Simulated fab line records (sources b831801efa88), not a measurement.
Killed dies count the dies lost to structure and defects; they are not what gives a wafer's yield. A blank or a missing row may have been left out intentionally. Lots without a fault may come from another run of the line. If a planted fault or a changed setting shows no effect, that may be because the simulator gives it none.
fab line records	flow sky130
[record] lots = 12	wafers = 36	last_day = 50
route steps=708 shown LDD_N@253 LDD_HVP@285 POLY_CUT@316 SD_P@324 PAD_OPEN@708
lots with no fault: from the same line, run without faults
start_h: hours from the record's opening day to when the first of the lot's shown wafers began	wait_h: time in hours since the lot's previous step	" repeats the value in the row above	L1.1+2: a row that stands for several wafers	- no value, or no start given	* or withheld: withheld	< > ~ a bound
route shown NAME@n: names a module that has steps shown in the file, with the first one's number in the route	usual: mean and standard deviation over wafers with no fault	same: alike in all rows	chamber/n: place in a boat	sites: readings site by site	_std_site: the values' standard deviation	_edge_site: mean of outer sites minus mean of inner sites	radius_mm: for every site, how far away it sits from the centre of the wafer	mask NAME#n: copy n	behind: the last tool/chamber to shape the wafer	hold: what put the lot on hold/how long, in hours/how the hold closed	device: the transistor (n, p or np) that didn't switch	end of line: the tests these same wafers got at the end of their route	for a step that has no rows: nothing shown but its recipe	killed: not the wafer's yield, but the dies lost to structure and defects at the first sort	map: shows each die of a wafer: x if killed, . if not, _ if none is there
set.NAME: setting as actually run; set.NAME@STEP: the setting as run at that earlier step	model.NAME: the simulator's own value behind a step, which no gauge read
a sample of lots followed through the steps of the route, with each step as a table and each wafer as a row
services: a tool's chamber out of use, with start hour (start_h, from the record's first day; less than 0 if before it), hours out, and reason
[[steps]]
[step SKY_LDD_N_STRIP_16]
[recipe] chemistry = O2/N2	power_w = 1400	pressure_mtorr = 1500	platen_temp_c = withheld	o2_flow_sccm = 3000	n2_flow_sccm = 300	overash_fraction = 0.5
[usual] drypump_motor_current_A = 5.8/0.64	oes_product_au = 0.406/0.0044	strip_time_to_endpoint_s = 4.315/0.012
[same] overash_fraction = 0.5
lot.wafer	tool	chamber	start_h	wait_h	drypump_motor_current_A	oes_product_au	rf_hours_counter_h	strip_time_to_endpoint_s
L234.2	plasma_asher-01	1	424.46	0.1	5.7	0.410	74	4.336
L234.3	"	0	"	"	5.9	0.406	-	4.326
L234.5	"	1	"	"	5.7	0.404	-	4.321
L235.2	plasma_asher-02	1	432.19	0.1	4.9	0.407	30	4.285
L235.3	"	0	"	"	6.6	0.409	-	4.308
L235.4	"	1	"	"	4.9	0.405	-	4.306
L239.1	plasma_asher-04	0	467.64	0.1	6.4	0.407	4	4.316
L239.2	"	1	"	"	6.5	0.407	4	4.307
L239.5	"	1	"	"	6.5	0.406	-	4.322
L246.1	plasma_asher-04	1	538.39	0.1	6.4	0.402	11	4.325
L246.3	"	1	"	"	6.3	0.415	-	4.318
L246.4	"	0	"	"	6.4	0.405	-	4.317
L247.2	plasma_asher-02	0	544.76	0.1	6.5	0.407	42	4.314
L247.3	"	0	"	"	6.5	0.399	-	4.314
L247.4	"	1	"	"	4.9	0.400	-	4.320
L248.1	plasma_asher-04	0	553.51	0.1	6.4	0.408	13	4.315
L248.4	"	1	"	"	6.5	0.409	-	4.321
L248.6	"	0	"	"	6.5	0.403	-	4.307
L249.2	plasma_asher-02	1	556.16	0.1	4.9	0.405	43	4.293
L249.3	"	1	"	"	4.9	0.400	-	4.301
L249.5	"	0	"	"	6.6	0.406	-	4.315
L251.3	plasma_asher-02	0	575.22	0.1	6.6	0.406	-	4.314
L251.4	"	1	"	"	4.9	0.409	-	4.316
L251.6	"	1	"	"	4.9	0.399	-	4.322
L252.1	plasma_asher-01	1	580.51	0.1	5.7	0.413	88	4.327
L252.5	"	1	"	"	5.7	0.407	-	4.311
L252.6	"	0	"	"	5.9	0.407	-	4.315
L253.1	plasma_asher-01	1	588.99	0.1	5.7	0.404	89	4.321
L253.4	"	0	"	"	5.9	0.400	-	4.343
L253.5	"	0	"	"	5.9	0.404	-	4.323
L254.1	plasma_asher-02	0	592.69	0.1	6.5	0.405	47	4.296
L254.2	"	1	"	"	4.9	0.396	47	4.312
L254.5	"	1	"	"	4.9	0.408	-	4.315
L255.3	plasma_asher-02	1	600.62	0.1	4.9	0.410	-	4.304
L255.5	"	1	"	"	4.9	0.403	-	4.297
L255.6	"	0	"	"	6.6	0.401	-	4.303
[step SKY_LDD_HVP_OVL_MEAS_07]
[usual] LDD_HVP_OVL = 0.9/1.3
lot.wafer	tool	chamber	start_h	wait_h	LDD_HVP_OVL[nm]
L234.2	overlay-01	-	517.38	0.1	1.5
L234.3	"	-	"	"	1.1
L234.5	"	-	"	"	1.4
L235.2	overlay-01	-	524.58	0.1	3.4
L235.3	"	-	"	"	0.6
L235.4	"	-	"	"	1.0
L239.1	overlay-02	-	557.84	0.1	-0.8
L239.2	"	-	"	"	-0.2
L239.5	"	-	"	"	-1.2
L246.1	overlay-01	-	625.67	0.1	1.7
L246.3	"	-	"	"	1.4
L246.4	"	-	"	"	0.8
L247.2	overlay-01	-	633.73	0.1	0.9
L247.3	"	-	"	"	-1.1
L247.4	"	-	"	"	-0.2
L248.1	overlay-01	-	640.91	0.1	0.0
L248.4	"	-	"	"	1.0
L248.6	"	-	"	"	1.4
L249.2	overlay-01	-	644.11	0.1	0.8
L249.3	"	-	"	"	-0.5
L249.5	"	-	"	"	3.1
L251.3	overlay-02	-	662.73	0.1	1.5
L251.4	"	-	"	"	2.5
L251.6	"	-	"	"	2.0
L252.1	overlay-01	-	668.39	0.1	0.3
L252.5	"	-	"	"	0.3
L252.6	"	-	"	"	2.0
L253.1	overlay-02	-	674.39	0.1	3.6
L253.4	"	-	"	"	3.6
L253.5	"	-	"	"	3.2
L254.1	overlay-02	-	678.26	0.1	3.2
L254.2	"	-	"	"	1.9
L254.5	"	-	"	"	3.2
L255.3	overlay-02	-	685.98	0.1	0.5
L255.5	"	-	"	"	0.3
L255.6	"	-	"	"	0.7
[step SKY_POLY_CUT_OVL_MEAS_09]
[usual] POLY_CUT_OVL = -1/4.7
lot.wafer	tool	chamber	start_h	wait_h	POLY_CUT_OVL[nm]
L234.2	overlay-02	-	580.08	0.1	4
L234.3	"	-	"	"	-7
L234.5	"	-	"	"	1
L235.2	overlay-02	-	586.98	0.1	-1
L235.3	"	-	"	"	-6
L235.4	"	-	"	"	8
L239.1	overlay-01	-	619.04	0.1	-10
L239.2	"	-	"	"	-4
L239.5	"	-	"	"	-14
L246.1	overlay-01	-	685.56	0.1	7
L246.3	"	-	"	"	0
L246.4	"	-	"	"	-3
L247.2	overlay-02	-	694.97	0.1	-4
L247.3	"	-	"	"	0
L247.4	"	-	"	"	4
L248.1	overlay-02	-	698.94	0.1	3
L248.4	"	-	"	"	2
L248.6	"	-	"	"	5
L249.2	overlay-01	-	702.98	0.1	-5
L249.3	"	-	"	"	6
L249.5	"	-	"	"	-4
L251.3	overlay-01	-	721.15	0.1	-2
L251.4	"	-	"	"	-1
L251.6	"	-	"	"	2
L252.1	overlay-02	-	727.46	0.1	3
L252.5	"	-	"	"	5
L252.6	"	-	"	"	-5
L253.1	overlay-02	-	732.41	0.1	7
L253.4	"	-	"	"	-2
L253.5	"	-	"	"	5
L254.1	overlay-02	-	736.74	0.1	-5
L254.2	"	-	"	"	8
L254.5	"	-	"	"	-1
L255.3	overlay-01	-	744.37	0.1	-9
L255.5	"	-	"	"	-1
L255.6	"	-	"	"	1
[step SKY_SD_P_EXPOSE_04]
[recipe] mask_id = PSDM	na = 0.6	source_shape = conventional	sigma_outer = 0.6	polarization = unpolarized	target_cd_nm = 380	dose_mj = 138
lot.wafer	tool	chamber	start_h	wait_h	mask
L234.2+3+5	iline_stepper-02	0	595.17	-	PSDM#0
L235.2+3+4	iline_stepper-02	0	601.47	-	PSDM#0
L239.1+2+5	iline_stepper-02	0	634.07	-	NSDM#0
L246.1+3+4	iline_stepper-01	0	699.03	-	PSDM#0
L247.2+3+4	iline_stepper-01	0	708.75	-	PSDM#0
L248.1+4+6	iline_stepper-01	0	713.53	-	PSDM#0
L249.2+3+5	iline_stepper-02	0	717.06	-	PSDM#0
L251.3+4+6	iline_stepper-02	0	734.42	-	PSDM#0
L252.1+5+6	iline_stepper-02	0	741.04	-	PSDM#0
L253.1+4+5	iline_stepper-01	0	746.23	-	PSDM#0
L254.1+2+5	iline_stepper-02	0	751.17	-	PSDM#0
L255.3+5+6	iline_stepper-01	0	757.97	-	PSDM#0
[step SKY_SD_P_CD_MEAS_07]
[recipe] target_cd_nm = 380
[usual] cd_nm = 380.1/2.5
lot.wafer	tool	chamber	start_h	wait_h	cd_nm
L234.2	cd_sem-01	-	609.27	0.1	384.5
L234.3	"	-	"	"	379.2
L234.5	"	-	"	"	379.4
L235.2	cd_sem-02	-	615.52	0.1	377.2
L235.3	"	-	"	"	377.3
L235.4	"	-	"	"	375.2
L239.1	cd_sem-01	-	648.35	0.1	-
L239.2	"	-	"	"	-
L239.5	"	-	"	"	-
L246.1	cd_sem-02	-	712.91	0.1	380.7
L246.3	"	-	"	"	382.7
L246.4	"	-	"	"	382.1
L247.2	cd_sem-02	-	722.98	0.1	380.3
L247.3	"	-	"	"	379.5
L247.4	"	-	"	"	381.2
L248.1	cd_sem-02	-	726.99	0.1	378.4
L248.4	"	-	"	"	376.9
L248.6	"	-	"	"	378.8
L249.2	cd_sem-01	-	730.93	0.1	385.9
L249.3	"	-	"	"	383.0
L249.5	"	-	"	"	386.1
L251.3	cd_sem-02	-	748.08	0.1	382.6
L251.4	"	-	"	"	380.3
L251.6	"	-	"	"	381.2
L252.1	cd_sem-02	-	754.56	0.1	383.0
L252.5	"	-	"	"	378.9
L252.6	"	-	"	"	377.0
L253.1	cd_sem-02	-	759.50	0.1	379.1
L253.4	"	-	"	"	381.0
L253.5	"	-	"	"	381.1
L254.1	cd_sem-02	-	764.10	0.1	377.2
L254.2	"	-	"	"	381.4
L254.5	"	-	"	"	378.7
L255.3	cd_sem-02	-	771.55	0.1	377.2
L255.5	"	-	"	"	380.9
L255.6	"	-	"	"	380.5
[step SKY_SD_P_TW_MEAS_11]
[usual] SD_P_TW = 2855/23
lot.wafer	tool	chamber	start_h	wait_h	SD_P_TW
L234.2	film_metro-04	-	609.67	0.1	2795
L234.3	"	-	"	"	2815
L234.5	"	-	"	"	2812
L235.2	film_metro-01	-	615.92	0.1	2845
L235.3	"	-	"	"	2855
L235.4	"	-	"	"	2855
L239.1	film_metro-01	-	648.76	0.1	30
L239.2	"	-	"	"	30
L239.5	"	-	"	"	30
L246.1	film_metro-01	-	713.31	0.1	2861
L246.3	"	-	"	"	2858
L246.4	"	-	"	"	2859
L247.2	film_metro-01	-	723.37	0.1	2862
L247.3	"	-	"	"	2840
L247.4	"	-	"	"	2860
L248.1	film_metro-01	-	727.40	0.1	2875
L248.4	"	-	"	"	2854
L248.6	"	-	"	"	2864
L249.2	film_metro-04	-	731.32	0.1	2841
L249.3	"	-	"	"	2841
L249.5	"	-	"	"	2851
L251.3	film_metro-02	-	748.47	0.1	2917
L251.4	"	-	"	"	2890
L251.6	"	-	"	"	2910
L252.1	film_metro-04	-	754.96	0.1	2853
L252.5	"	-	"	"	2850
L252.6	"	-	"	"	2833
L253.1	film_metro-04	-	759.91	0.1	2861
L253.4	"	-	"	"	2839
L253.5	"	-	"	"	2864
L254.1	film_metro-01	-	764.51	0.1	2837
L254.2	"	-	"	"	2841
L254.5	"	-	"	"	2847
L255.3	film_metro-04	-	771.93	0.1	2842
L255.5	"	-	"	"	2851
L255.6	"	-	"	"	2834
[step SKY_PAD_OPEN_PROBE_99]
[usual] killed_at_M0_to_M3 = 43/7.6	killed_at_M4_up = 2.9/1.7	killed_at_contacts = 24/5.5	killed_at_front_end = 15/4.2	killed_at_other = 0.3/0.52	killed_dies = 86/9.4	killed_on_rim = 17/4	killed_open = 47/7	killed_short = 39/6.4
[same] gross_dies = 492	killed_at_back_side = 0
lot.wafer	tool	chamber	start_h	wait_h	killed_at_M0_to_M3	killed_at_M4_up	killed_at_contacts	killed_at_front_end	killed_at_other	killed_dies	killed_on_rim	killed_open	killed_short
L234.2	prober-01	-	1091.28	0.1	45	1	26	9	0	81	18	52	29
L234.3	prober-01	-	1091.33	0.2	46	5	26	14	1	92	17	55	37
L234.5	prober-01	-	1091.43	0.2	48	2	26	18	1	95	23	41	54
L235.2	prober-02	-	1098.00	0.1	37	2	24	15	0	78	18	44	34
L235.3	prober-02	-	1098.05	0.2	55	5	13	14	0	87	15	44	42
L235.4	prober-02	-	1098.10	0.2	37	1	43	16	0	97	14	57	40
L239.1	prober-01	-	1120.98	0.1	53	1	15	422	1	492	96	41	44
L239.2	prober-01	-	1121.03	0.1	37	3	14	437	1	492	96	29	45
L239.5	prober-01	-	1121.18	0.2	48	2	27	414	1	492	96	52	35
L246.1	prober-02	-	1163.65	0.1	51	5	18	10	0	84	21	46	38
L246.3	prober-02	-	1163.75	0.2	61	6	25	10	0	102	28	52	50
L246.4	prober-02	-	1163.80	0.2	53	4	21	11	1	90	15	47	43
L253.1	prober-01	-	1192.10	0.1	42	6	26	15	0	89	16	50	39
L253.4	prober-01	-	1192.25	0.2	35	1	28	20	0	84	13	45	39
L253.5	prober-01	-	1192.30	0.2	44	3	25	24	0	96	19	50	46
L254.1	prober-02	-	1195.88	0.1	30	3	27	10	0	70	11	39	31
L254.2	prober-02	-	1195.93	0.1	33	5	26	9	0	73	13	41	32
L254.5	prober-02	-	1196.08	0.2	39	0	17	16	0	72	21	43	29
// killed by level:class
L234.2 VIA1:geometric_particle:open=13 CONTACT:geometric_particle:open=10 LI_CONTACT:geometric_particle:open=9 VIA2:geometric_particle:open=9 METAL1:geometric_particle:short=6 VIA1:geometric_particle:short=6 LOCAL_INTERCONNECT:geometric_particle:short=4 FIELD_ISO:geometric_particle:open=3
L234.3 CONTACT:geometric_particle:open=10 LI_CONTACT:geometric_particle:open=10 VIA1:geometric_particle:open=10 VIA2:geometric_particle:open=9 FIELD_ISO:geometric_particle:short=5 METAL2:geometric_particle:short=5 VIA2:geometric_particle:short=4 METAL1:geometric_particle:short=4
L234.5 CONTACT:geometric_particle:open=11 VIA1:geometric_particle:short=10 VIA1:geometric_particle:open=9 METAL1:geometric_particle:short=7 LI_CONTACT:geometric_particle:open=6 CONTACT:geometric_particle:short=5 FIELD_ISO:geometric_particle:short=4 POLY_GATE:geometric_particle:short=4
L235.2 CONTACT:geometric_particle:open=10 VIA1:geometric_particle:open=9 LI_CONTACT:geometric_particle:open=6 POLY_GATE:geometric_particle:open=5 LOCAL_INTERCONNECT:geometric_particle:short=5 METAL1:geometric_particle:short=5 METAL2:geometric_particle:short=5 FIELD_ISO:geometric_particle:open=3
L235.3 VIA1:geometric_particle:open=15 VIA3:geometric_particle:open=9 VIA1:geometric_particle:short=7 POLY_GATE:geometric_particle:short=5 CONTACT:geometric_particle:open=5 METAL2:geometric_particle:short=5 VIA2:geometric_particle:open=5 FIELD_ISO:geometric_particle:open=4
L235.4 CONTACT:geometric_particle:open=18 LOCAL_INTERCONNECT:geometric_particle:short=12 VIA1:geometric_particle:open=10 POLY_GATE:geometric_particle:open=6 LI_CONTACT:geometric_particle:open=6 VIA3:geometric_particle:open=5 VIA2:geometric_particle:open=5 METAL3:geometric_particle:short=4
L239.1 SD_P:area_expose=406 METAL2:geometric_particle:short=9 METAL1:geometric_particle:short=7 CONTACT:geometric_particle:open=6 VIA1:geometric_particle:open=6 VIA2:geometric_particle:open=6 VIA2:geometric_particle:short=6 FIELD_ISO:geometric_particle:open=5
L239.2 SD_P:area_expose=417 VIA1:geometric_particle:open=9 FIELD_ISO:geometric_particle:short=7 VIA1:geometric_particle:short=7 LOCAL_INTERCONNECT:geometric_particle:short=6 FIELD_ISO:geometric_particle:open=4 POLY_GATE:geometric_particle:short=4 METAL1:geometric_particle:short=4
L239.5 SD_P:area_expose=404 VIA1:geometric_particle:open=19 CONTACT:geometric_particle:open=7 LI_CONTACT:geometric_particle:open=6 LI_CONTACT:geometric_particle:short=5 VIA2:geometric_particle:open=5 LOCAL_INTERCONNECT:geometric_particle:short=5 METAL1:geometric_particle:short=5
L246.1 VIA1:geometric_particle:open=10 CONTACT:geometric_particle:open=8 VIA2:geometric_particle:open=7 METAL2:geometric_particle:short=6 VIA3:geometric_particle:open=6 VIA2:geometric_particle:short=5 METAL1:geometric_particle:short=5 VIA1:geometric_particle:short=5
L246.3 VIA1:geometric_particle:short=9 VIA2:geometric_particle:open=9 LI_CONTACT:geometric_particle:open=8 CONTACT:geometric_particle:open=8 VIA1:geometric_particle:open=8 CONTACT:geometric_particle:short=7 METAL1:geometric_particle:short=7 VIA3:geometric_particle:open=7
L246.4 VIA2:geometric_particle:open=11 VIA3:geometric_particle:open=7 VIA1:geometric_particle:open=7 METAL2:geometric_particle:short=6 LI_CONTACT:geometric_particle:open=6 CONTACT:geometric_particle:open=6 VIA2:geometric_particle:short=5 VIA3:geometric_particle:short=5
L253.1 CONTACT:geometric_particle:open=11 LI_CONTACT:geometric_particle:open=7 METAL1:geometric_particle:short=7 VIA2:geometric_particle:open=7 VIA1:geometric_particle:open=6 FIELD_ISO:geometric_particle:open=5 METAL3:geometric_particle:short=5 POLY_GATE:geometric_particle:short=4
L253.4 FIELD_ISO:geometric_particle:open=8 CONTACT:geometric_particle:open=8 VIA2:geometric_particle:open=8 LI_CONTACT:geometric_particle:short=7 VIA3:geometric_particle:open=7 METAL2:geometric_particle:short=6 FIELD_ISO:geometric_particle:short=5 LOCAL_INTERCONNECT:geometric_particle:short=5
L253.5 CONTACT:geometric_particle:open=12 VIA1:geometric_particle:open=11 POLY_GATE:geometric_particle:short=7 METAL1:geometric_particle:short=7 VIA3:geometric_particle:open=7 FIELD_ISO:geometric_particle:open=6 METAL2:geometric_particle:short=6 POLY_GATE:geometric_particle:open=5
L254.1 LI_CONTACT:geometric_particle:open=8 CONTACT:geometric_particle:open=8 VIA1:geometric_particle:open=7 LOCAL_INTERCONNECT:geometric_particle:short=5 CONTACT:geometric_particle:short=5 METAL1:geometric_particle:short=5 FIELD_ISO:geometric_particle:open=4 VIA2:geometric_particle:open=4
L254.2 CONTACT:geometric_particle:open=9 VIA3:geometric_particle:open=8 LOCAL_INTERCONNECT:geometric_particle:short=6 VIA1:geometric_particle:open=5 METAL1:geometric_particle:short=5 VIA2:geometric_particle:open=4 CONTACT:geometric_particle:short=3 LI_CONTACT:geometric_particle:open=3
L254.5 VIA1:geometric_particle:open=8 LI_CONTACT:geometric_particle:open=7 VIA2:geometric_particle:open=6 FIELD_ISO:geometric_particle:short=5 FIELD_ISO:geometric_particle:open=5 METAL1:geometric_particle:short=5 VIA3:geometric_particle:open=5 METAL2:geometric_particle:short=4
[[services]]
tool	chamber	start_h	hours	kind
plasma_asher-04	-	413.98	1.1	repair
plasma_asher-02	-	417.11	0.5	repair
plasma_asher-04	-	421.25	9.0	pm
plasma_asher-04	0	421.25	9.0	vent_cycle
plasma_asher-04	1	421.25	9.0	vent_cycle
iline_stepper-02	0	428.72	-	calibration
plasma_asher-04	0	430.25	-	clean
plasma_asher-04	1	430.25	-	clean
plasma_asher-01	-	445.88	14.6	pm
iline_stepper-02	-	454.93	1.9	repair
iline_stepper-02	-	474.47	7.0	repair
iline_stepper-02	-	500.09	3.2	repair
iline_stepper-01	-	577.00	1.7	pm
plasma_asher-04	-	586.69	2.5	repair
iline_stepper-01	0	597.56	-	calibration
iline_stepper-02	-	598.93	1.7	pm
plasma_asher-02	-	604.89	8.3	repair
iline_stepper-01	-	621.85	2.0	repair
iline_stepper-02	0	652.84	-	calibration
iline_stepper-01	-	653.21	4.0	repair
iline_stepper-02	-	675.80	4.4	pm
plasma_asher-01	-	733.75	9.0	pm
plasma_asher-01	0	733.75	9.0	vent_cycle
plasma_asher-01	1	733.75	9.0	vent_cycle
[[key]]
[first_sign] step = SKY_SD_P_EXPOSE_04	reading = mask	direction = changed
[effect] step = SKY_SD_P_CD_MEAS_07	reading = cd_nm	direction = missing
[effect] step = SKY_SD_P_TW_MEAS_11	reading = SD_P_TW	direction = down	sigmas = 99+	usual = 2855	struck = 30
[effect] step = SKY_PAD_OPEN_PROBE_99	reading = killed_at_front_end	direction = up	sigmas = 97	usual = 15	struck = 424
[more_kills_born_at] SKY_SD_P_EXPOSE_04@iline_stepper-02 = 1227
met_at SKY_SD_P_EXPOSE_04
struck_lots L239
tester_left_out L239
not_acting_at SKY_LDD_N_STRIP_16,SKY_LDD_HVP_OVL_MEAS_07,SKY_POLY_CUT_OVL_MEAS_09
onset_between 601.47 634.07
[fault] kind = wrong_mask	tool = any	chamber = -	onset_h = 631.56	steps = SKY_SD_P_EXPOSE_04	aux_copy = NSDM#0	scope = struck_lots_only
// tester_left_out: of these lots the tester's yield and bins aren't shown, on N5 and GAA mostly nor the transistor test; their killed dies are dies lost to structure and defects alone, not to doping, threshold or leakage, so they don't give the yield
